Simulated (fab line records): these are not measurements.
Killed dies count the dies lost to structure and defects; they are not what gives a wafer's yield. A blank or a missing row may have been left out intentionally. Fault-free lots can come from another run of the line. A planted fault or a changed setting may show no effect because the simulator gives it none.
Which of the tools did it? + flow gf180mcu + 11 lots with 33 wafers sampled at 4 steps, on a route of 602 steps

WHAT THE GAUGES SHOWED, per wafer
GF_PSD_RS_MEAS_14: measures by four-point-probe.
| lot  | measured     | on            | NSD_RS (ohm/sq)   |
|------|--------------|---------------|-------------------|
| L722 | day 14 04:34 | film-metro-03 | 46.07 46.19 46.05 |
| L723 | day 14 16:29 | film-metro-04 | 46.21 46.15 45.95 |
| L724 | day 14 19:59 | film-metro-01 | 46.22 46.27 46.16 |
| L726 | day 15 12:31 | film-metro-01 | 46.20 46.19 46.12 |
| L729 | day 16 10:31 | film-metro-03 | 46.11 46.22 46.11 |
| L730 | day 16 18:08 | film-metro-01 | 46.25 46.28 46.19 |
| L738 | day 19 23:36 | film-metro-01 | 43.29 43.22 43.04 |
| L739 | day 20 02:37 | film-metro-04 | 43.26 43.25 43.31 |
| L743 | day 22 07:03 | film-metro-01 | 46.17 46.19 46.21 |
| L744 | day 22 10:37 | film-metro-04 | 46.09 46.20 46.26 |
| L745 | day 22 23:13 | film-metro-03 | 46.14 46.06 45.95 |

GF_V2_BOW_MEAS_05.
| lot  | measured     | on            | V2_BOW (um) |
|------|--------------|---------------|-------------|
| L722 | day 19 05:04 | film-metro-03 | 110 87 89   |
| L723 | day 19 16:19 | film-metro-02 | 100 92 104  |
| L724 | day 19 23:20 | film-metro-02 | 103 106 100 |
| L726 | day 20 15:43 | film-metro-02 | 100 103 99  |
| L729 | day 21 15:38 | film-metro-03 | 100 103 98  |
| L730 | day 22 00:49 | film-metro-04 | 90 99 114   |
| L738 | day 25 03:12 | film-metro-04 | 93 91 105   |
| L739 | day 25 04:35 | film-metro-02 | 82 96 83    |
| L743 | day 27 04:28 | film-metro-02 | 92 93 79    |
| L744 | day 27 05:59 | film-metro-03 | 113 107 108 |
| L745 | day 27 18:23 | film-metro-03 | 99 97 87    |

EACH LOT AND THE TOOL THAT RAN IT (in order: tool; ch and the chambers of the sampled wafers; start)
| lot  | GF_NSD_IMPLANT_10               | GF_NSD_STRIP_11                      |
|------|---------------------------------|--------------------------------------|
| L722 | implanter-01 ch 0, day 13 07:44 | plasma-asher-04 ch 0,1, day 13 07:52 |
| L723 | implanter-04 ch 0, day 13 19:35 | plasma-asher-02 ch 0,1, day 13 19:43 |
| L724 | implanter-01 ch 0, day 13 22:38 | plasma-asher-04 ch 0,1, day 13 22:46 |
| L726 | implanter-03 ch 0, day 14 14:47 | plasma-asher-01 ch 0,1, day 14 14:55 |
| L729 | implanter-01 ch 0, day 15 12:08 | plasma-asher-01 ch 0,1, day 15 12:17 |
| L730 | implanter-03 ch 0, day 15 19:24 | plasma-asher-02 ch 0, day 15 19:31   |
| L738 | implanter-03 ch 0, day 18 22:14 | plasma-asher-02 ch 0,1, day 18 22:23 |
| L739 | implanter-03 ch 0, day 19 01:41 | plasma-asher-02 ch 0,1, day 19 01:50 |
| L743 | implanter-04 ch 0, day 21 07:07 | plasma-asher-02 ch 0,1, day 21 07:16 |
| L744 | implanter-04 ch 0, day 21 10:19 | plasma-asher-04 ch 0,1, day 21 10:28 |
| L745 | implanter-03 ch 0, day 21 23:31 | plasma-asher-02 ch 0,1, day 21 23:40 |
- GF_NSD_IMPLANT_10
- GF_NSD_STRIP_11: strips in O2/N2.

AS READ BY THE TOOLS THEMSELVES (means over the sampled wafers that have a number; for cases with no such wafer, the mark the record gives instead)
GF_NSD_IMPLANT_10.
| lot  | tool         | dose-ions-cm2 | end-station-pressure-torr (Torr) | faraday-current-uA |
|------|--------------|---------------|----------------------------------|--------------------|
| L722 | implanter-01 | 5e+14         | 7.3e-06                          | 2820               |
| L723 | implanter-04 | 5e+14         | 7.1e-06                          | 2735               |
| L724 | implanter-01 | 5e+14         | 7.1e-06                          | 2764               |
| L726 | implanter-03 | 5e+14         | 7.3e-06                          | 2748               |
| L729 | implanter-01 | 5e+14         | 6.9e-06                          | 2743               |
| L730 | implanter-03 | 5e+14         | 7.2e-06                          | 2823               |
| L738 | implanter-03 | 8e+14         | 8.7e-06                          | 4322               |
| L739 | implanter-03 | 8e+14         | 8.6e-06                          | 4260               |
| L743 | implanter-04 | 5e+14         | 7.7e-06                          | 2801               |
| L744 | implanter-04 | 5e+14         | 7.4e-06                          | 2797               |
| L745 | implanter-03 | 5e+14         | 7.1e-06                          | 2760               |

GF_NSD_STRIP_11.
| lot  | tool            | drypump-motor-current-A (A) | heater-power-w (W) | oes-product-au (a.u.) | strip-time-to-endpoint-s (s) |
|------|-----------------|-----------------------------|--------------------|-----------------------|------------------------------|
| L722 | plasma-asher-04 | 6.0                         | 309                | 0.484                 | 22.90                        |
| L723 | plasma-asher-02 | 5.7                         | 361                | 0.487                 | 22.95                        |
| L724 | plasma-asher-04 | 5.8                         | 329                | 0.483                 | 22.88                        |
| L726 | plasma-asher-01 | 5.2                         | 327                | 0.491                 | 22.94                        |
| L729 | plasma-asher-01 | 5.2                         | 331                | 0.485                 | 22.94                        |
| L730 | plasma-asher-02 | 5.8                         | 358                | 0.484                 | 22.99                        |
| L738 | plasma-asher-02 | 5.6                         | 364                | 0.482                 | 23.27                        |
| L739 | plasma-asher-02 | 5.7                         | 370                | 0.484                 | 23.23                        |
| L743 | plasma-asher-02 | 5.7                         | 369                | 0.483                 | 22.94                        |
| L744 | plasma-asher-04 | 5.8                         | 325                | 0.484                 | 22.91                        |
| L745 | plasma-asher-02 | 5.7                         | 367                | 0.489                 | 22.94                        |

THE ANSWER, worked out from the rows above alone
Rule: what is usual is taken from the lots themselves. The widest of any qualifying gaps counts: lots, ordered by their means at a reading, are off when they make up no more than a third of the lots, leave a main group of 4 or more, and stand apart from it by 3 or more times the standard deviation of that group's means. Not used: any main group whose means are identical at the precision the tables above print for the reading. Also off: a lot with no number at a reading for which 4 or more lots have one. Any other lot the step has rows for is counted as sound. After the gauges, taken in route order, come the tools' own readings; for these a lot's mean is taken, as printed above. The first step at which some lot is off is used, and at that step the reading that is off furthest; a lot without a number counts as furthest.
Off: L738, L739, at GF_PSD_RS_MEAS_14 (NSD_RS). The main group has a mean of 46.16 ohm/sq with a standard deviation of 0.057.
A tool fits if, at a process step before that reading, it ran every lot that is off, and no sound lot after the first of them. Not tried: the gauges at GF_PSD_RS_MEAS_14; whatever is off there is also off at GF_NSD_IMPLANT_10, on other tools, and gauge error can't account for it. Of those tried, none fits.

WHAT WAS PUT IN BY THE SIMULATOR
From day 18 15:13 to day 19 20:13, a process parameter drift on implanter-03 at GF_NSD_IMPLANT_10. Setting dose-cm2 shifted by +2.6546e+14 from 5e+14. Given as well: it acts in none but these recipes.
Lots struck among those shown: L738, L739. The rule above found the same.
